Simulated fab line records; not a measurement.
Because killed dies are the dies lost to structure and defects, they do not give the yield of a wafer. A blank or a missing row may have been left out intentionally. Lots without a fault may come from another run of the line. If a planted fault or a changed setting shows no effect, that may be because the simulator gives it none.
fab line records | flow gf180mcu
[record] lots = 14 wafers = 42 lastDay = 34
route steps=602 shown PSD@254 SALICIDE@286 CONTACT@301 M1@330
lots untouched by any fault: they come from a run of this same line in which no faults occurred
startH: hours from the record's opening day to when the first of the lot's shown wafers began | waitH: how many hours have passed since the lot's step before this one | " the same as in the row above | L1.1+2: a single row standing in for several wafers | - no value present, or no start provided | * or withheld: withheld | < > ~ a bound
route shown NAME@n: a module of which the file shows steps, and the number in the route of the first | usual: the fault-free wafers' mean and standard deviation | same: alike in all rows | chamber/n: place in a boat | sites: the reading at each site | _std_site: the standard deviation of these | _edge_site: outer sites' mean less inner sites' | radiusMm: for every site, how far away it sits from the centre of the wafer | mask NAME#n: copy n | behind: the last tool/chamber to shape the wafer | hold: why the lot was held/for how many hours/how that ended | device: the transistor (n, p or np) that didn't switch | end of line: at the end of the route, the tests of the same wafers | a step given without rows: its recipe and nothing more | killed: count of dies lost to structure and defects at first sort (not the wafer's yield) | map: per-die view of a wafer (x killed, . not killed, _ where there is no die)
set.NAME: the run value of the setting; set.NAME@STEP: its run value at that earlier step | model.NAME: the simulator's own value behind a step, which no gauge read
steps of the route over a sample of lots; a table a step, a row a wafer
services: from which hour (startH, from the record's first day; less than 0 if before it) a tool's chamber was out of use, for how many hours, and why
[[steps]]
[step GF_PSD_DEVELOP_06]
[recipe] developTimeS = 60 devTempC = 23
// columns lot.wafer tool chamber startH waitH
L954.1+3+6 lithoTrack-03 0 331.38 0.1
L956.1+3+4 lithoTrack-02 0 337.96 0.1
L957.1+5+6 lithoTrack-02 0 346.36 0.1
L960.1+4+5 lithoTrack-02 0 363.81 0.1
L961.1+2+3 lithoTrack-02 0 374.21 0.1
L968.1+3+6 lithoTrack-01 0 437.08 0.1
L969.4+5+6 lithoTrack-01 0 446.26 0.1
L970.1+3+5 lithoTrack-02 0 453.10 0.1
L971.3+5+6 lithoTrack-01 0 478.43 0.1
L972.1+2+6 lithoTrack-02 0 489.30 0.1
L973.1+2+4 lithoTrack-02 0 489.95 0.1
L975.2+4+5 lithoTrack-03 0 503.15 0.1
L976.1+2+6 lithoTrack-02 0 517.50 0.1
L977.1+2+4 lithoTrack-03 0 522.93 0.1
[step GF_PSD_CD_MEAS_07]
[recipe] targetCdNm = 400
[usual] cdNm = 399.5/2.3
// columns lot.wafer tool chamber startH waitH cdNm
L954.1 cdSem-02 - 331.53 0.1 397.5
L954.3 " - " " 398.1
L954.6 " - " " 398.3
L956.1 cdSem-01 - 338.11 0.1 400.3
L956.3 " - " " 398.8
L956.4 " - " " 396.0
L957.1 cdSem-02 - 346.51 0.1 399.9
L957.5 " - " " 400.2
L957.6 " - " " 399.6
L960.1 cdSem-02 - 363.96 0.1 397.3
L960.4 " - " " 416.9
L960.5 " - " " 399.2
L961.1 cdSem-02 - 374.36 0.1 401.6
L961.2 " - " " 415.8
L961.3 " - " " 401.0
L968.1 cdSem-02 - 437.23 0.1 399.3
L968.3 " - " " 400.6
L968.6 " - " " 399.8
L969.4 cdSem-02 - 446.39 0.1 400.7
L969.5 " - " " 400.4
L969.6 " - " " 401.1
L970.1 cdSem-02 - 453.25 0.1 401.3
L970.3 " - " " 401.2
L970.5 " - " " 400.9
L971.3 cdSem-01 - 478.57 0.1 399.0
L971.5 " - " " 401.7
L971.6 " - " " 399.6
L972.1 cdSem-01 - 489.45 0.1 398.0
L972.2 " - " " 398.1
L972.6 " - " " 397.5
L973.1 cdSem-02 - 490.10 0.1 401.0
L973.2 " - " " 402.4
L973.4 " - " " 402.7
L975.2 cdSem-01 - 503.30 0.1 400.4
L975.4 " - " " 399.5
L975.5 " - " " 401.5
L976.1 cdSem-02 - 517.65 0.1 398.4
L976.2 " - " " 400.2
L976.6 " - " " 396.5
L977.1 cdSem-01 - 523.22 0.3 397.7
L977.2 " - " " 396.0
L977.4 " - " " 399.3
[step GF_SALICIDE_RTA_08]
[recipe] tempC = 800 timeS = 30 ambient = N2
[usual] lampPowerPct = 19.8/1.1 wafer_temp_C_max = 803.2/0.72
// columns lot.wafer tool chamber startH waitH lampPowerPct wafer_temp_C_max
L954.1 rtpAnneal-02 0 354.25 0.0 18.6 802.8
L954.3 " 0 " " 18.6 803.0
L954.6 " 0 " " 18.6 803.0
L956.1 rtpAnneal-01 0 361.07 0.0 20.9 804.3
L956.3 " 0 " " 20.9 803.1
L956.4 " 0 " " 20.9 802.2
L957.1 rtpAnneal-02 0 369.72 0.0 18.6 802.6
L957.5 " 0 " " 18.7 802.6
L957.6 " 0 " " 18.6 803.5
L960.1 rtpAnneal-02 0 388.45 0.0 18.6 803.1
L960.4 " 0 " " 18.6 803.3
L960.5 " 0 " " 18.6 803.2
L961.1 rtpAnneal-01 0 398.87 0.0 20.9 803.3
L961.2 " 0 " " 20.9 802.3
L961.3 " 0 " " 20.9 802.3
L968.1 rtpAnneal-02 0 462.52 0.0 18.6 803.6
L968.3 " 0 " " 18.6 803.6
L968.6 " 0 " " 18.6 804.8
L969.4 rtpAnneal-01 0 471.27 0.1 20.9 802.2
L969.5 " 0 " " 20.9 803.0
L969.6 " 0 " " 20.9 802.5
L970.1 rtpAnneal-01 0 479.24 0.0 20.9 803.8
L970.3 " 0 " " 20.9 802.9
L970.5 " 0 " " 20.9 803.0
L971.3 rtpAnneal-02 0 504.03 0.0 18.7 803.4
L971.5 " 0 " " 18.6 804.8
L971.6 " 0 " " 18.6 803.0
L972.1 rtpAnneal-01 0 514.73 0.0 20.9 802.9
L972.2 " 0 " " 20.9 802.9
L972.6 " 0 " " 20.9 802.6
L973.1 rtpAnneal-01 0 515.07 0.0 20.9 803.8
L973.2 " 0 " " 20.9 802.9
L973.4 " 0 " " 20.9 802.1
L975.2 rtpAnneal-02 0 527.71 0.0 18.6 802.9
L975.4 " 0 " " 18.6 803.9
L975.5 " 0 " " 18.6 803.3
L976.1 rtpAnneal-02 0 541.55 0.0 18.6 803.1
L976.2 " 0 " " 18.6 803.6
L976.6 " 0 " " 18.7 803.0
L977.1 rtpAnneal-01 0 547.52 0.0 20.9 803.3
L977.2 " 0 " " 20.9 803.3
L977.4 " 0 " " 20.9 803.3
[step GF_CONTACT_CD_MEAS_14]
[recipe] targetCdNm = 220
[usual] cdNm = 220.1/1.3
// columns lot.wafer tool chamber startH waitH cdNm
L954.1 cdSem-01 - 376.33 0.2 219.4
L954.3 " - " " 219.5
L954.6 " - " " 219.4
L956.1 cdSem-01 - 384.00 0.1 218.7
L956.3 " - " " 218.5
L956.4 " - " " 219.2
L957.1 cdSem-01 - 392.45 0.1 219.1
L957.5 " - " " 218.4
L957.6 " - " " 218.5
L960.1 cdSem-02 - 411.80 0.1 220.3
L960.4 " - " " 220.3
L960.5 " - " " 220.4
L961.1 cdSem-02 - 422.19 0.1 216.3
L961.2 " - " " 216.5
L961.3 " - " " 218.1
L968.1 cdSem-02 - 487.50 0.1 219.7
L968.3 " - " " 219.7
L968.6 " - " " 220.2
L969.4 cdSem-01 - 495.64 0.1 221.4
L969.5 " - " " 220.5
L969.6 " - " " 220.4
L970.1 cdSem-02 - 503.58 0.1 219.3
L970.3 " - " " 219.0
L970.5 " - " " 220.0
L971.3 cdSem-01 - 527.69 0.1 219.9
L971.5 " - " " 220.1
L971.6 " - " " 220.5
L972.1 cdSem-01 - 538.15 0.1 220.8
L972.2 " - " " 220.9
L972.6 " - " " 220.2
L973.1 cdSem-01 - 538.50 0.1 220.1
L973.2 " - " " 220.2
L973.4 " - " " 218.8
L975.2 cdSem-02 - 550.60 0.1 219.4
L975.4 " - " " 219.4
L975.5 " - " " 219.2
L976.1 cdSem-01 - 564.09 0.1 220.3
L976.2 " - " " 220.7
L976.6 " - " " 219.3
L977.1 cdSem-02 - 569.89 0.1 220.0
L977.2 " - " " 218.4
L977.4 " - " " 219.3
[step GF_M1_OVL_MEAS_15]
[usual] M1_OVL = -3/5.4
// columns lot.wafer tool chamber startH waitH M1_OVL[nm]
L954.1 overlay-02 - 400.26 0.1 -6
L954.3 " - " " 1
L954.6 " - " " 8
L956.1 overlay-01 - 408.32 0.1 -12
L956.3 " - " " -4
L956.4 " - " " -6
L957.1 overlay-01 - 416.67 0.1 2
L957.5 " - " " 0
L957.6 " - " " -5
L960.1 overlay-02 - 436.07 0.1 -7
L960.4 " - " " 1
L960.5 " - " " -11
L961.1 overlay-02 - 447.45 0.1 -11
L961.2 " - " " 5
L961.3 " - " " -10
L968.1 overlay-02 - 513.00 0.1 -5
L968.3 " - " " -7
L968.6 " - " " -1
L969.4 overlay-01 - 520.12 0.1 -4
L969.5 " - " " -15
L969.6 " - " " 2
L970.1 overlay-02 - 528.12 0.1 -2
L970.3 " - " " -1
L970.5 " - " " 2
L971.3 overlay-02 - 552.27 0.1 -7
L971.5 " - " " -3
L971.6 " - " " -6
L972.1 overlay-01 - 562.51 0.1 -1
L972.2 " - " " -5
L972.6 " - " " 2
L973.1 overlay-02 - 562.55 0.1 -8
L973.2 " - " " -1
L973.4 " - " " 5
L975.2 overlay-02 - 573.86 0.1 -6
L975.4 " - " " 0
L975.5 " - " " -6
L976.1 overlay-02 - 586.70 0.1 4
L976.2 " - " " 1
L976.6 " - " " 3
L977.1 overlay-02 - 593.45 0.1 -3
L977.2 " - " " 1
L977.4 " - " " -2
[[services]]
// columns tool chamber startH hours kind
lithoTrack-03 - 411.38 - consumableReplace:filter
lithoTrack-03 - 426.52 - consumableReplace:filter
lithoTrack-02 - 454.24 - consumableReplace:filter
lithoTrack-02 - 466.69 - consumableReplace:filter
[[key]]
[firstSign] step = GF_PSD_CD_MEAS_07 reading = cdNm direction = up sigmas = 7.4 usual = 399.5 struck = 416.3
effect none on later readings
metAt GF_PSD_DEVELOP_06
struckLots L960,L961
struckWafers L960.4,L961.2
testerLeftOut L960,L961
notActingAt GF_SALICIDE_RTA_08,GF_CONTACT_CD_MEAS_14,GF_M1_OVL_MEAS_15
onsetBetween 346.36 363.81
[fault] kind = processParameterDrift tool = lithoTrack-02 chamber = - onsetH = 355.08 steps = GF_PSD_DEVELOP_06 channel = developTimeS offset = * shape = step endH = 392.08 scope = struckWafersOnly actsIn = * stated = *
// testerLeftOut: of these lots the tester's yield and bins aren't shown, on N5 and GAA mostly nor the transistor test; their killed dies are dies lost to structure and defects alone, not to doping, threshold or leakage, so they don't give the yield
